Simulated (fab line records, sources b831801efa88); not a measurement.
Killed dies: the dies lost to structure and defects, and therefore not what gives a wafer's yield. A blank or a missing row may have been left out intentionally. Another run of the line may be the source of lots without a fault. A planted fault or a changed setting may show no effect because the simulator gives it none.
Comparing a struck lot with a sound one    flow sfq-line    14 steps out of a route of 325
Sound: these wafers, L992.1, L992.5, L992.6. Struck: wafer L101.1. (L101.3, L101.4 of the same lot were not struck and are left out.) The cause comes at the end.
Per side, at each step with rows, come the tool, then ch with its chambers, and then its first start. Under that, the readings that differ: sound wafers    struck wafers    difference of the means    sigmas: that difference in standard deviations of wafers without a fault.
alike: same words and numbers on both sides, and readings whose means sit less than 2 such deviations apart. not compared: any withheld reading, any reading some wafer has no value for, any bound like >300 that may hide the same value, and any number with overlapping values for which the record gives no deviation.
A row with sigmas, a row that says differs or no value, or rows on one side alone: a step with any of these is where the two part. Numbers that don't overlap but have no deviation are shown without sigmas and don't part them. Lack of a reading on every wafer of one side parts them only where that side has two or more wafers.

first, 6 steps without rows for these wafers: SFQ_TRILAYER_M2_LITHO_COAT_062 (resist thk 62 nm); SFQ_TRILAYER_M2_LITHO_COAT_057 (resist thk 600 nm); SFQ_TRILAYER_M2_LITHO_SOFTBAKE_061; SFQ_TRILAYER_M2_LITHO_EXPOSE_058 (exposes mask M2, target cd 500 nm); SFQ_TRILAYER_M2_LITHO_PEB_060 (peb time 60 s); SFQ_TRILAYER_M2_LITHO_DEVELOP_059 (time 60 s).
SFQ_M2_OVL_MEAS_916:
  struck on overlay-01, day 43 08:41; sound on overlay-02, day 38 14:56
  alike: M2_OVL
SFQ_TRILAYER_M2_BARC_OPEN_METAL_ETCH_077: etches BARC in O2, target depth 125 nm, time 41.7 s.
  sound on rie-metal-01 ch 0,1, day 38 14:59; struck on rie-metal-04 ch 0, day 43 08:43
reading                      sound           struck  difference  sigmas
drypump-motor-current-A (A)  5.80 5.79 5.73  5.17    -0.60       -3
  alike: oes-product-au
  not compared: rf-hours-counter-h
SFQ_TRILAYER_M2_ETCH_METAL_ETCH_060: etches Nb in Cl2/Ar, stops on SiO2, target depth 240 nm, time 120 s.
  sound on rie-metal-01 ch 0,1, day 38 15:02; struck on rie-metal-04 ch 0, day 43 08:47
reading                      sound           struck  difference  sigmas
drypump-motor-current-A (A)  5.80 5.85 5.69  5.17    -0.61       -3
  alike: oes-product-au
  not compared: rf-hours-counter-h
SFQ_TRILAYER_M2_STRIP_STRIP_061: strips in O2.
  sound on rie-metal-01 ch 0,1, day 38 15:10; struck on rie-metal-04 ch 0, day 43 08:54
reading                      sound           struck  difference  sigmas
drypump-motor-current-A (A)  5.80 5.77 5.71  5.17    -0.59       -3
  alike: oes-product-au, platen-temp-c
  not compared: rf-hours-counter-h
then, 1 step without rows for these wafers: SFQ_TRILAYER_M2_STRIP_SOLV_CLEAN_062 (cleans in NMP, time 600 s).
SFQ_TRILAYER_I2_DEP_PECVD_063: deposits SiO2 from SiH4/N2O, time 111.11 s, target thk 500 nm.
  sound on pecvd-04 ch 1,2, day 38 15:57; struck on pecvd-04 ch 1, day 43 09:41
reading                                              sound              struck  difference  sigmas
heater-power-w (W)                                   97 102 110         77      -26         -2
rf-fwd-power-W (W)                                   181.2 181.0 182.4  255.0   +73.5       +99 or more
showerhead-vpp-V (V)                                 814 826 825        980     +158        +3
model.SiO2_of_TRILAYER_I2_DEP_PECVD_063.thk-nm (nm)  493.8 497.2 498.9  544     +47         
  alike: heater-power-outer-w, throttle-valve-pct
SFQ_TRILAYER_I2_CMP_CMP_064: polishes SiO2.
  sound on cmp-01 ch 0,1,3, day 38 19:31; struck on cmp-02 ch 2, day 43 09:46
reading                 sound        struck  difference  sigmas
time-to-endpoint-s (s)  212 219 218  243     +27         +4
  alike: head-pressure-psi, motor-current-A
SFQ_I2_BOW_MEAS_917:
  struck on film-metro-04, day 43 12:46; sound on film-metro-03, day 38 21:31
  alike: I2_BOW

== WHERE THEY PART ==
At SFQ_TRILAYER_M2_BARC_OPEN_METAL_ETCH_077 first; at SFQ_TRILAYER_I2_CMP_CMP_064 last (within this record only). Later steps at which nothing parts them and some readings are alike: SFQ_I2_BOW_MEAS_917.

WHY: what had been put in by the simulator
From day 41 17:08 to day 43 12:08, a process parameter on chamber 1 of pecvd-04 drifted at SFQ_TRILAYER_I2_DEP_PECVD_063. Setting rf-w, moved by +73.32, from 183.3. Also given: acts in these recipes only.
